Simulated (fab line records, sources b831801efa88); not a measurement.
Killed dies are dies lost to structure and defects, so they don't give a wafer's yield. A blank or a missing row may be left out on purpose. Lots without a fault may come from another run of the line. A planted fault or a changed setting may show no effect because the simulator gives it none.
Which tool did it? | flow gf180mcu | 7 lots, 21 wafers sampled, at 4 steps of a route of 602

WHAT THE GAUGES READ, wafer by wafer
GF_V3_RS_MEAS_24: measures by four-point-probe.
lot  | measured     | on            | V3_W_RS (ohm/sq)
L109 | day 23 08:32 | film_metro-04 | 0.337 0.337 0.333
L116 | day 26 00:08 | film_metro-02 | 42.574 43.552 42.227
L120 | day 27 04:35 | film_metro-02 | 0.318 0.318 0.330
L122 | day 28 15:02 | film_metro-02 | 0.322 0.326 0.319
L124 | day 28 17:48 | film_metro-02 | 0.324 0.325 0.323
L126 | day 29 05:11 | film_metro-02 | 0.328 0.326 0.326
L128 | day 29 19:11 | film_metro-02 | 0.329 0.327 0.320

WHICH TOOL RAN EACH LOT (tool, then ch and the chambers of the sampled wafers, then the start)
lot  | GF_M3_SPUTTER_00             | GF_M3_SPUTTER_01             | GF_V3_CVD_23
L109 | pvd_sputter-04, day 21 07:18 | pvd_sputter-04, day 21 07:24 | cvd_w-01 ch 1, day 23 08:25
L116 | pvd_sputter-04, day 24 02:06 | pvd_sputter-04, day 24 02:12 | cvd_w-02 ch 0,1, day 26 00:01
L120 | pvd_sputter-03, day 25 07:49 | pvd_sputter-03, day 25 07:55 | cvd_w-01 ch 0,1, day 27 04:29
L122 | pvd_sputter-03, day 26 04:03 | pvd_sputter-03, day 26 04:09 | cvd_w-01 ch 0, day 28 14:54
L124 | pvd_sputter-02, day 26 11:26 | pvd_sputter-02, day 26 11:32 | cvd_w-02 ch 0,1, day 28 17:41
L126 | pvd_sputter-03, day 27 11:31 | pvd_sputter-03, day 27 11:37 | cvd_w-02 ch 0, day 29 05:04
L128 | pvd_sputter-04, day 28 13:43 | pvd_sputter-04, day 28 13:49 | cvd_w-01 ch 0,1, day 29 19:03
- GF_M3_SPUTTER_00: material Ti, target thk 37.5 nm, time 150 s.
- GF_M3_SPUTTER_01: material TiN, target thk 30 nm, time 25 s.
- GF_V3_CVD_23: deposits W, target thk 350 nm, time 104.9 s.

THE ANSWER, worked out from the rows above alone
Rule: what is usual is taken from the lots themselves. Put in order of their means at a reading, lots are off if they are a third of the lots or fewer, leave a main group of 4 or more, and stand apart from it by a gap of 3 or more times the standard deviation of the main group's means; of several such gaps the widest counts. A main group whose means are all the same, to the digits that the tables above print for the reading, isn't used. A lot without any number at a reading at which 4 lots or more have one is off too. The other lots that the step has rows for count as sound.
Off: L116, at GF_V3_RS_MEAS_24 (V3_W_RS). The main group: mean 0.326 ohm/sq, standard deviation 0.0046.
A tool fits if, at a process step before that reading, it ran every lot that is off, and no sound lot after the first of them. The gauges at GF_V3_RS_MEAS_24 are tried like those tools. None of those tried fits.

WHAT THE SIMULATOR HAD PUT IN
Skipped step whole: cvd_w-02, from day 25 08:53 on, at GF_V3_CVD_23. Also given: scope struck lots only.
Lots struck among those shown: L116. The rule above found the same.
